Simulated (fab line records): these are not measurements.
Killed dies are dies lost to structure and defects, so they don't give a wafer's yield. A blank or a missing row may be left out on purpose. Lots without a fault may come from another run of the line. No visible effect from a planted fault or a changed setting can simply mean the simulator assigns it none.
A lot that was struck, set against a sound lot / flow sky130 / 14 out of 708 route steps
Sound: wafers L646.3, L646.4, L646.6. Wafers struck: L662.1, L662.3, L662.5. At the end, the cause is stated.
Per side, at each step with rows, come the tool, then ch with its chambers, and then its first start. Under that, the readings that differ: sound wafers / struck wafers / difference of the means / sigmas: that difference in standard deviations of wafers without a fault.
alike: a reading whose means differ by less than 2 such deviations, as well as words and numbers matching on both sides. not compared: withheld readings; readings where some wafer has no value; bounds like >300 that might hide an equal value; numbers whose values overlap and for which the record gives no deviation.
Wherever a step has rows on one side only, a row that says differs or no value, or a row with sigmas, the two part there. Numbers that don't overlap but have no deviation are shown without sigmas and don't part them. A reading missing from all wafers of one side parts the sides only when that side holds two or more wafers.

first, 1 step without rows for these wafers: SKY_CAPM_DEVELOP_11 (develop time 60 s).
SKY_CAPM_OVL_MEAS_12:
  sound: overlay-01 at day 37 10:14; struck: overlay-02 at day 42 12:16
  alike: CAPM_OVL
SKY_CAPM_METAL_ETCH_13: etches TiN in Cl2/BCl3, stops on SiO2, target depth 220 nm, time 62.9 s.
  sound on rieMetal-01 ch 0,1, day 37 10:17; struck on rieMetal-04 ch 0,1, day 42 12:19
reading=oesProductAu (a.u.); sound=0.927 0.927 0.926; struck=0.957 0.941 0.947; difference=+0.022; sigmas=+3
reading=throttleValvePct (%); sound=21.925 21.924 21.930; struck=21.892 21.896 21.888; difference=-0.034; sigmas=-3
  alike: biasW, drypumpMotorCurrentA
  not compared: rfHoursCounterH
SKY_CAPM_STRIP_14: strips in O2/N2.
  sound on plasmaAsher-02 ch 0,1, day 37 10:22; struck on plasmaAsher-01 ch 1, day 42 12:23
  alike: drypumpMotorCurrentA, oesProductAu, stripTimeToEndpointS
  not compared: rfHoursCounterH
then, 8 steps without rows for these wafers: SKY_CAPM_STRIP_15 (strips in post etch residue remover, time 1200 s); SKY_CAPM_CLEAN_16 (cleans in IPA, time 180 s); SKY_CAPM_CLEAN_17 (cleans in O3/DIW); SKY_METAL3_DEHYDRATE_05 (time 60 s); SKY_METAL3_HMDS_06 (prime time 60 s); SKY_METAL3_COAT_07 (resist thk 60 nm); SKY_METAL3_COAT_08 (resist thk 1140 nm); SKY_METAL3_SOFTBAKE_09 (time 90 s).
SKY_METAL3_EXPOSE_10: exposes mask MM3, target cd 300 nm.
  sound on krfScanner-02 ch 0, day 38 00:06; struck on krfScanner-01, day 42 23:53
  no value came back on the struck wafers for exposureDoseMJCm2, focusOffsetNm (nm); on the sound wafers exposureDoseMJCm2 reads 28.17 28.17 28.16
  alike: mask
next, for these wafers, 1 step has no rows: SKY_METAL3_PEB_11.

== WHERE THEY PART ==
First at SKY_CAPM_METAL_ETCH_13; last, within this record, at SKY_METAL3_EXPOSE_10.

WHY: the cause the simulator had injected
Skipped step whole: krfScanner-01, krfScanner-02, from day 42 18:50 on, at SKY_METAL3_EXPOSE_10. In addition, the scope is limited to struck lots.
